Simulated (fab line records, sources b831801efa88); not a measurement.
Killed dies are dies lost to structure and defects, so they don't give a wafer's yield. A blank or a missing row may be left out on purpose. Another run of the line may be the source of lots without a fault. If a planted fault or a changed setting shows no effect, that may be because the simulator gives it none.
What tool caused it? | flow sky130 | Sampling: 11 lots, 33 wafers, 6 of 708 route steps

== WHAT THE GAUGES SHOWED, per wafer ==
The record holds no reading of a measuring or inspecting step that can be judged against a usual standard deviation.

== WHAT TOOL EACH LOT RAN ON (gives the tool, then ch and the chambers of the sampled wafers, and finally the start) ==
lot  | SKY_LDD_HVN_STRIP_09                 | SKY_LI_CONTACT_STRIP_16              | SKY_LOCAL_INTERCONNECT_ETCH_13    | SKY_CONTACT_COAT_09               | SKY_CONTACT_STRIP_19                 | SKY_PAD_OPEN_PROBE_99
L812 | plasma asher-01 ch 0,1, day 20 15:16 | plasma asher-04 ch 0,1, day 29 11:43 | rie metal-03 ch 0, day 30 17:03   | litho track-01 ch 0, day 31 08:00 | plasma asher-02 ch 0,1, day 31 22:47 | -
L814 | plasma asher-01 ch 0,1, day 21 08:58 | plasma asher-04 ch 0,1, day 30 02:49 | rie metal-03 ch 0,1, day 31 07:53 | litho track-01 ch 0, day 31 23:00 | plasma asher-02 ch 0,1, day 32 13:32 | -
L817 | plasma asher-04 ch 0,1, day 23 00:39 | plasma asher-01 ch 0,1, day 31 15:40 | rie metal-04 ch 0,1, day 32 20:40 | litho track-01 ch 0, day 33 10:00 | plasma asher-03 ch 0,1, day 34 01:40 | -
L819 | plasma asher-01 ch 1, day 23 10:13   | plasma asher-01 ch 0, day 31 22:17   | rie metal-03 ch 0,1, day 33 02:15 | litho track-02 ch 0, day 33 16:00 | plasma asher-02 ch 0,1, day 34 05:52 | -
L820 | plasma asher-01 ch 0,1, day 23 16:52 | plasma asher-01 ch 0,1, day 32 07:24 | rie metal-02 ch 1, day 33 11:29   | litho track-01 ch 0, day 34 02:00 | plasma asher-02 ch 0,1, day 34 15:23 | -
L824 | plasma asher-04 ch 0,1, day 24 22:31 | plasma asher-03 ch 0,1, day 33 08:14 | rie metal-03 ch 0,1, day 34 12:21 | litho track-01 ch 0, day 35 03:00 | plasma asher-02 ch 0,1, day 35 17:02 | -
L827 | plasma asher-02 ch 0,1, day 25 21:25 | plasma asher-03 ch 0,1, day 34 05:54 | rie metal-02 ch 0,1, day 35 09:45 | litho track-04 ch 0, day 35 23:00 | plasma asher-03 ch 0,1, day 36 13:56 | -
L829 | plasma asher-02 ch 0,1, day 26 08:23 | plasma asher-01 ch 1, day 34 15:28   | rie metal-03 ch 0,1, day 35 19:09 | litho track-01 ch 0, day 36 09:00 | plasma asher-03 ch 0,1, day 36 23:01 | prober-02, day 49 23:30
L830 | plasma asher-01 ch 0,1, day 26 23:26 | plasma asher-04 ch 0,1, day 35 06:59 | rie metal-04 ch 0,1, day 36 11:00 | litho track-01 ch 0, day 37 00:00 | plasma asher-03 ch 0,1, day 37 14:23 | -
L833 | plasma asher-02 ch 0,1, day 28 00:08 | plasma asher-03 ch 0,1, day 36 05:38 | rie metal-03 ch 0,1, day 37 08:57 | litho track-02 ch 0, day 37 22:00 | plasma asher-03 ch 0,1, day 38 13:01 | -
L834 | plasma asher-04 ch 0,1, day 28 06:55 | plasma asher-03 ch 0,1, day 36 09:19 | rie metal-04 ch 0,1, day 37 12:40 | litho track-02 ch 0, day 38 02:00 | plasma asher-01 ch 0,1, day 38 16:25 | -
- SKY_LDD_HVN_STRIP_09: strips in O2/N2.
- SKY_LI_CONTACT_STRIP_16: strips in O2/N2.
- SKY_LOCAL_INTERCONNECT_ETCH_13: etches BARC in N2/H2, stops on SiO2, time 45.9 s, target depth 60 nm.
- SKY_CONTACT_COAT_09: resist thk 450 nm.
- SKY_CONTACT_STRIP_19: strips in O2/N2.
- SKY_PAD_OPEN_PROBE_99

== AS READ BY THE TOOLS THEMSELVES (means over the sampled wafers that have a number; for cases with no such wafer, the mark the record gives instead) ==
SKY_LDD_HVN_STRIP_09. Usual: drypump motor current A 5.5 A, standard deviation 0.47; oes product au 0.408 a.u., standard deviation 0.0044; strip time to endpoint s 4.131 s, standard deviation 0.014.
lot  | tool            | drypump motor current A (A) | oes product au (a.u.) | strip time to endpoint s (s) | flag
L812 | plasma asher-01 | 5.7                         | 0.403                 | 4.153                        |
L814 | plasma asher-01 | 5.6                         | 0.406                 | 4.121                        |
L817 | plasma asher-04 | 5.7                         | 0.407                 | 4.121                        |
L819 | plasma asher-01 | 5.4                         | 0.411                 | 4.131                        |
L820 | plasma asher-01 | 5.6                         | 0.410                 | 4.129                        |
L824 | plasma asher-04 | 5.7                         | 0.408                 | 4.127                        |
L827 | plasma asher-02 | 5.2                         | 0.408                 | 4.141                        |
L829 | plasma asher-02 | 5.1                         | 0.405                 | 4.116                        |
L830 | plasma asher-01 | 5.8                         | 0.408                 | 4.129                        |
L833 | plasma asher-02 | 5.2                         | 0.410                 | 4.135                        |
L834 | plasma asher-04 | 5.7                         | 0.403                 | 4.123                        |

SKY_LI_CONTACT_STRIP_16. Usual: drypump motor current A 5.7 A, standard deviation 0.47; oes product au 0.375 a.u., standard deviation 0.0048; strip time to endpoint s 3.48 s, standard deviation 0.033.
lot  | tool            | drypump motor current A (A) | oes product au (a.u.) | strip time to endpoint s (s) | flag
L812 | plasma asher-04 | 5.7                         | 0.375                 | 3.48                         |
L814 | plasma asher-04 | 5.2                         | 0.373                 | 3.47                         |
L817 | plasma asher-01 | 5.7                         | 0.375                 | 3.51                         |
L819 | plasma asher-01 | 5.9                         | 0.375                 | 3.52                         |
L820 | plasma asher-01 | 5.8                         | 0.379                 | 3.53                         |
L824 | plasma asher-03 | 6.1                         | 0.375                 | 3.46                         |
L827 | plasma asher-03 | 6.0                         | 0.375                 | 3.42                         |
L829 | plasma asher-01 | 5.4                         | 0.378                 | 3.49                         |
L830 | plasma asher-04 | 5.2                         | 0.378                 | 3.49                         |
L833 | plasma asher-03 | 6.0                         | 0.375                 | 3.50                         |
L834 | plasma asher-03 | 6.1                         | 0.377                 | 3.47                         |

SKY_LOCAL_INTERCONNECT_ETCH_13. Usual: bias w 100.01 W, standard deviation 0.28; drypump motor current A 5.95 A, standard deviation 0.26; oes product au 0.856 a.u., standard deviation 0.0045; throttle valve pct 13.226 %, standard deviation 0.01.
lot  | tool         | bias w (W) | drypump motor current A (A) | oes product au (a.u.) | throttle valve pct (%) | flag
L812 | rie metal-03 | 100.61     | 5.92                        | 0.856                 | 13.224                 |
L814 | rie metal-03 | 99.98      | 6.09                        | 0.856                 | 13.227                 |
L817 | rie metal-04 | 100.06     | 5.81                        | 0.856                 | 13.226                 |
L819 | rie metal-03 | 100.25     | 6.11                        | 0.859                 | 13.231                 |
L820 | rie metal-02 | 100.17     | 5.55                        | 0.860                 | 13.226                 |
L824 | rie metal-03 | 99.93      | 6.09                        | 0.856                 | 13.228                 |
L827 | rie metal-02 | 100.37     | 5.84                        | 0.856                 | 13.223                 |
L829 | rie metal-03 | 99.83      | 6.28                        | 0.855                 | 13.219                 |
L830 | rie metal-04 | 100.09     | 5.80                        | 0.856                 | 13.230                 |
L833 | rie metal-03 | 100.18     | 6.24                        | 0.854                 | 13.226                 |
L834 | rie metal-04 | 100.16     | 5.82                        | 0.852                 | 13.227                 |

SKY_CONTACT_STRIP_19. Usual: drypump motor current A 5.6 A, standard deviation 0.43; oes product au 0.380 a.u., standard deviation 0.0047; strip time to endpoint s 3.609 s, standard deviation 0.029.
lot  | tool            | drypump motor current A (A) | oes product au (a.u.) | strip time to endpoint s (s) | flag
L812 | plasma asher-02 | 5.2                         | 0.378                 | 3.603                        |
L814 | plasma asher-02 | 5.1                         | 0.379                 | 3.605                        |
L817 | plasma asher-03 | 6.0                         | 0.378                 | 3.616                        |
L819 | plasma asher-02 | 5.2                         | 0.379                 | 3.615                        |
L820 | plasma asher-02 | 5.1                         | 0.381                 | 3.602                        |
L824 | plasma asher-02 | 5.2                         | 0.379                 | 3.620                        |
L827 | plasma asher-03 | 6.1                         | 0.379                 | 3.605                        |
L829 | plasma asher-03 | 6.0                         | 0.416                 | 4.400                        | OFF
L830 | plasma asher-03 | 6.0                         | 0.417                 | 4.357                        | OFF
L833 | plasma asher-03 | 6.0                         | 0.375                 | 3.556                        |
L834 | plasma asher-01 | 5.6                         | 0.380                 | 3.605                        |

SKY_PAD_OPEN_PROBE_99. Usual: killed_at_M0_to_M3 42, standard deviation 6.7; killed_at_M4_up 3.3, standard deviation 2.1; killed at contacts 24, standard deviation 5.1; killed at front end 15, standard deviation 4.6; killed at other 0.3, standard deviation 0.58; killed dies 85, standard deviation 9.9; killed open 46, standard deviation 6.9; killed short 38, standard deviation 7.
lot  | tool      | killed_at_M0_to_M3 | killed_at_M4_up | killed at contacts | killed at front end | killed at other | killed dies | killed open | killed short | flag
L829 | prober-02 | 50                 | 3.0             | 20                 | 15                  | 1.0             | 89          | 47          | 40           |

== THE ANSWER, worked out from the rows above alone ==
Rule: a lot counts as off when the mean over its wafers that have a number is more than 3 standard deviations away from the usual mean. Also off: a lot with no number at a reading for which 4 or more lots have one. Any other lot the step has rows for is counted as sound. Order of review: gauges by route order, followed by the tools' own readings, for which a lot's mean as printed above is used. At the first step where some lot is off, the reading lying furthest off is the one used; lots without a number count as furthest.
Off at SKY_CONTACT_STRIP_19 (strip time to endpoint s): L829, L830.
If a tool, at that step or one of the process steps before it, ran each lot that is off and ran no sound lot following the first of them, it fits. One fits: SKY_CONTACT_COAT_09 on litho track-01. Its last sound lot is L824 (day 35 03:00), its first lot that is off L829 (day 36 09:00): a fault that began between those two fits.

== WHAT THE SIMULATOR HAD PUT IN ==
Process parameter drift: litho track-01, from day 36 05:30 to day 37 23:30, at SKY_CONTACT_COAT_09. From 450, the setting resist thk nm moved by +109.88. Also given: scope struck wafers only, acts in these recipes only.
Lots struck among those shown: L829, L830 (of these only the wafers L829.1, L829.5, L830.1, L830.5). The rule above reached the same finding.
